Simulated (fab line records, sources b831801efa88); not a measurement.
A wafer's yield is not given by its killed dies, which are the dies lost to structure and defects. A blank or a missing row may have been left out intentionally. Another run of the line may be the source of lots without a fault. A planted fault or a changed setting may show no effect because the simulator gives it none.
A lot that was struck, set against a sound lot / flow gf180mcu / 18 steps out of a route of 602
Sound: these wafers, L251.1, L251.3, L251.5. Wafers struck: L255.1, L255.2, L255.4. The cause is named last.
Per side, at each step with rows, come the tool, then ch with its chambers, and then its first start. Under that, the readings that differ: sound wafers / struck wafers / difference of the means / sigmas: that difference in standard deviations of wafers without a fault.
alike: words and numbers the same on both sides, and readings whose means are apart by under 2 such deviations; not compared: readings that were withheld, readings missing a value for some wafer, numbers with overlapping values and no deviation given by the record, and bounds like >300 which may hide the same value.
The two part at a step that has a row with sigmas, a row that says differs or no value, or rows on one side only. Numbers that don't overlap but have no deviation are shown without sigmas and don't part them. A reading missing from all wafers of one side parts the sides only when that side holds two or more wafers.

first, 3 steps without rows for these wafers: GF_V2_EXPOSE_11 (exposes mask Via2, target cd 260 nm); GF_V2_PEB_12 (peb time 90 s); GF_V2_DEVELOP_13 (develop time 60 s).
GF_V2_CD_MEAS_14: the cd target is 260 nm.
  sound on cdSem-02, day 26 04:26; struck on cdSem-01, day 27 10:30
  alike: cdNm
GF_V2_OVL_MEAS_15:
  sound on overlay-01, day 26 04:33; struck on overlay-02, day 27 10:37
  alike: V2_OVL
GF_V2_ETCH_16: etches BARC in N2/H2.
  sound on rieDiel-01 ch 0,2,3, day 26 04:35; struck on rieDiel-01 ch 0,3, day 27 10:39
  alike: drypumpMotorCurrentA, oesProductAu, throttleValvePct
GF_V2_ETCH_17: etches SiO2 in C4F8/O2/Ar, stops on TiN, target depth 630 nm.
  sound: rieDiel-01 ch 0,2,3; struck: rieDiel-01 ch 0,3
  alike: oesProductAu
GF_V2_STRIP_18: strips in O2/N2.
  sound on plasmaAsher-01 ch 1, day 26 04:43; struck on plasmaAsher-03 ch 0,1, day 27 10:47
reading=drypumpMotorCurrentA (A); sound=5.1 5.1 5.1; struck=6.3 5.5 6.3; difference=+0.9; sigmas=+2
reading=heaterPowerW (W); sound=411 419 418; struck=347 359 340; difference=-67; sigmas=-3
  alike: oesProductAu
  not compared: rfHoursCounterH
then, 2 steps without rows for these wafers: GF_V2_STRIP_19 (strips in post etch residue remover, time 1200 s); GF_V2_CLEAN_20 (cleans in DIW).
GF_V2_SPUTTER_21: material Ti, target thk 15 nm, time 80.02 s.
  sound on pvdSputter-04, day 26 05:15; struck on pvdSputter-04, day 27 11:20
  alike: cathodeDcPowerW, throttleValvePct
GF_V2_SPUTTER_22: material TiN, target thk 10 nm, time 40 s.
  sound on pvdSputter-04, day 26 05:19; struck on pvdSputter-04, day 27 11:23
  alike: cathodeDcPowerW, throttleValvePct
GF_V2_CVD_23: deposits W, target thk 350 nm, time 104.94 s.
  sound on cvdW-01 ch 0,1, day 26 05:21; struck on cvdW-02 ch 0,1, day 27 11:26
reading=model.W_of_V2_CVD_23.thkNm (nm); sound=348.7 345.9 354; struck=297.4 298.4 302.9; difference=-50.0; sigmas=
  alike: heaterPowerW
GF_V2_RS_MEAS_24: the measuring method here is four-point-probe.
  sound on filmMetro-02, day 26 05:28; struck on filmMetro-01, day 27 11:32
reading=V2_W_RS (ohm/sq); sound=0.329 0.332 0.324; struck=0.386 0.385 0.379; difference=+0.055; sigmas=+12
GF_V2_THK_MEAS_25: measures by xrf.
  sound on filmMetro-02, day 26 05:35; struck on filmMetro-01, day 27 11:40
reading=V2_W_THK (nm); sound=344 340 349; struck=295 296 301; difference=-47; sigmas=-9
GF_V2_CMP_26: polishes, stops on SiO2, t overpolish 15 s, target thk 0 nm.
  sound on cmp-02 ch 0,1,3, day 26 05:44; struck on cmp-01 ch 0,1,3, day 27 11:46
  alike: motorCurrentA, timeToEndpointS
then, 1 step without rows for these wafers: GF_M3_SPUTTER_00 (material Ti, target thk 37.5 nm, time 150 s).
GF_PASSIVATION_PROBE_99:
  sound wafers here have rows in the record (prober-02, day 33 15:32); struck ones have none

## WHERE THEY PART
Last at GF_PASSIVATION_PROBE_99 as far as this record goes, first at GF_V2_STRIP_18.

WHY: the cause the simulator had injected
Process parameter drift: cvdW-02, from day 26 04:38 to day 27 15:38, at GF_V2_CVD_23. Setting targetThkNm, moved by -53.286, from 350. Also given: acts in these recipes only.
